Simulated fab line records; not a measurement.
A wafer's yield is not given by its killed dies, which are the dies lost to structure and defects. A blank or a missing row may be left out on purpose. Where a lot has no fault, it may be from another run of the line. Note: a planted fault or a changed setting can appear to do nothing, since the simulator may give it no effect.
A lot that was struck, set against a sound lot	flow gf180mcu	43 steps out of a route of 602
Sound: the wafers L207.1, L207.2, L207.4. Struck: wafers L216.2, L216.3. (L216.5 of the same lot was not struck and is left out.) The cause comes at the end.
Order at every step that has rows: each side's tool, ch and its chambers, its first start. Under that, the readings that differ: sound wafers	struck wafers	difference of the means	sigmas: that difference in standard deviations of wafers without a fault.
alike: same words and numbers on both sides, and readings whose means sit less than 2 such deviations apart. not compared: any withheld reading, any reading some wafer has no value for, any bound like >300 that may hide the same value, and any number with overlapping values for which the record gives no deviation.
Wherever a step has rows on one side only, a row that says differs or no value, or a row with sigmas, the two part there. Numbers that don't overlap but have no deviation are shown without sigmas and don't part them. A reading that every wafer of one side lacks parts them only if that side has two wafers or more.

GF_SAB_STRIP_13: strips in O2/N2.
  sound on plasma asher-04 ch 0,1, day 15 07:46; struck on plasma asher-04 ch 0,1, day 18 10:37
  alike: drypump motor current A, heater power w, oes product au, strip time to endpoint s
  not compared: rf hours counter h
then, 2 steps without rows for these wafers: GF_SALICIDE_CLEAN_00 (cleans in SC1/SC2, time 150 s); GF_SALICIDE_WET_ETCH_01 (etches SiO2 in dHF, target depth 5 nm, time 100 s).
GF_SALICIDE_SPUTTER_02: material Co, target thk 10 nm, time 20 s.
  sound on pvd sputter-04, day 15 08:00; struck on pvd sputter-04, day 18 10:48
  alike: throttle valve pct
then, 1 step without rows for these wafers: GF_SALICIDE_SPUTTER_03 (material TiN, target thk 20 nm, time 16.7 s).
GF_SALICIDE_RS_MEAS_04: measures by four-point-probe.
  sound on film metro-04, day 15 08:03; struck on film metro-04, day 18 10:52
  alike: SALICIDE_TIN_RS
GF_SALICIDE_THK_MEAS_05: measures by xrf.
  sound on film metro-04, day 15 08:10; struck on film metro-04, day 18 10:59
  alike: SALICIDE_TIN_THK
then, 4 steps without rows for these wafers: GF_SALICIDE_RTA_06 (time 30 s); GF_SALICIDE_WET_ETCH_07 (etches the open film in SPM, target depth 120 nm); GF_SALICIDE_RTA_08 (time 30 s); GF_CONTACT_CVD_00 (deposits SiO2, target thk 300 nm, time 50 s).
GF_CONTACT_THK_MEAS_01:
  sound on film metro-02, day 15 08:40; struck on film metro-03, day 18 11:23
reading	sound	struck	difference	sigmas
CONTACT_CVD_00_THK (nm)	283 287 286	279 279	-6	-2
GF_CONTACT_CVD_02: deposits SiO2 from TEOS, target thk 860 nm, time 95.992 s.
  sound on pecvd-04 ch 0,1, day 15 08:43; struck on pecvd-03 ch 1, day 18 11:26
reading	sound	struck	difference	sigmas
heater power w (W)	575 596 474	820 857	+290	+2
GF_CONTACT_THK_MEAS_03:
  sound on film metro-03, day 15 08:47; struck on film metro-02, day 18 11:32
  alike: CONTACT_CVD_02_THK
then, 1 step without rows for these wafers: GF_CONTACT_CMP_04 (polishes SiO2).
GF_CONTACT_BOW_MEAS_05:
  sound on film metro-04, day 15 09:09; struck on film metro-04, day 18 11:55
  alike: CONTACT_BOW
then, 8 steps without rows for these wafers: GF_CONTACT_DEHYDRATE_06 (time 60 s); GF_CONTACT_HMDS_07 (prime time 60 s); GF_CONTACT_COAT_08; GF_CONTACT_COAT_09 (resist thk 1000 nm); GF_CONTACT_SOFTBAKE_10 (time 60 s); GF_CONTACT_EXPOSE_11 (exposes mask Contact, target cd 220 nm); GF_CONTACT_PEB_12 (peb time 90 s); GF_CONTACT_DEVELOP_13 (develop time 60 s).
GF_CONTACT_CD_MEAS_14: the cd target is 220 nm.
  sound on cd sem-02, day 16 07:16; struck on cd sem-01, day 19 12:14
  alike: cd nm
GF_CONTACT_OVL_MEAS_15:
  sound on overlay-01, day 16 07:23; struck on overlay-01, day 19 12:20
  alike: CONTACT_OVL
then, 1 step without rows for these wafers: GF_CONTACT_ETCH_16 (etches BARC in N2/H2).
GF_CONTACT_ETCH_17: etches SiO2 in C4F8/O2/Ar, stops on CoSi2, target depth 860 nm.
  sound: rie diel-01 ch 0,1,2; struck: rie diel-02 ch 1,3
reading	sound	struck	difference	sigmas
oes product au (a.u.)	0.805 0.819 0.802	0.801 0.794	-0.011	-2
then, 4 steps without rows for these wafers: GF_CONTACT_STRIP_18 (strips in O2/N2); GF_CONTACT_CLEAN_19 (cleans in SPM); GF_CONTACT_CLEAN_20 (cleans in DIW); GF_CONTACT_CLEAN_21 (cleans in dHF, time 20 s).
GF_CONTACT_SPUTTER_22: material Ti, target thk 15 nm, time 80.02 s.
  sound on pvd sputter-03, day 16 07:53; struck on pvd sputter-04, day 19 12:50
  alike: throttle valve pct
then, 2 steps without rows for these wafers: GF_CONTACT_SPUTTER_23 (material TiN, target thk 10 nm, time 40 s); GF_CONTACT_CVD_24 (deposits W, target thk 300 nm, time 90.339 s).
GF_CONTACT_RS_MEAS_25: measures by four-point-probe.
  sound on film metro-03, day 16 08:05; struck on film metro-03, day 19 13:04
  alike: CONTACT_W_RS
GF_CONTACT_THK_MEAS_26: measures by xrf.
  sound on film metro-03, day 16 08:13; struck on film metro-03, day 19 13:10
  alike: CONTACT_W_THK
then, 4 steps without rows for these wafers: GF_CONTACT_CMP_27 (polishes, stops on SiO2, t overpolish 15 s, target thk 0 nm); GF_M1_SPUTTER_00 (material Ti, target thk 37.5 nm, time 155.6 s); GF_M1_SPUTTER_01 (material TiN, target thk 30 nm, time 25 s); GF_M1_SPUTTER_02 (material AlCu, target thk 450 nm, time 23.9 s).
GF_M1_SPUTTER_03: material Ti, target thk 10 nm, time 6.7 s.
  sound on pvd sputter-04, day 16 08:44; struck on pvd sputter-01, day 19 13:41
  alike: throttle valve pct
-- the record jumps here: 12 days lie between the struck wafers' starts before and after (it left off in module M1 and takes up again in module PASSIVATION, whose first step shown is number 602 of the route) --
GF_PASSIVATION_PROBE_99:
  rows exist in the record for the struck wafers here (prober-02, day 31 20:50), but not for the sound ones

== WHERE THEY PART ==
At GF_CONTACT_THK_MEAS_01 first; at GF_PASSIVATION_PROBE_99 last (within this record only).

WHY: what had been put in by the simulator
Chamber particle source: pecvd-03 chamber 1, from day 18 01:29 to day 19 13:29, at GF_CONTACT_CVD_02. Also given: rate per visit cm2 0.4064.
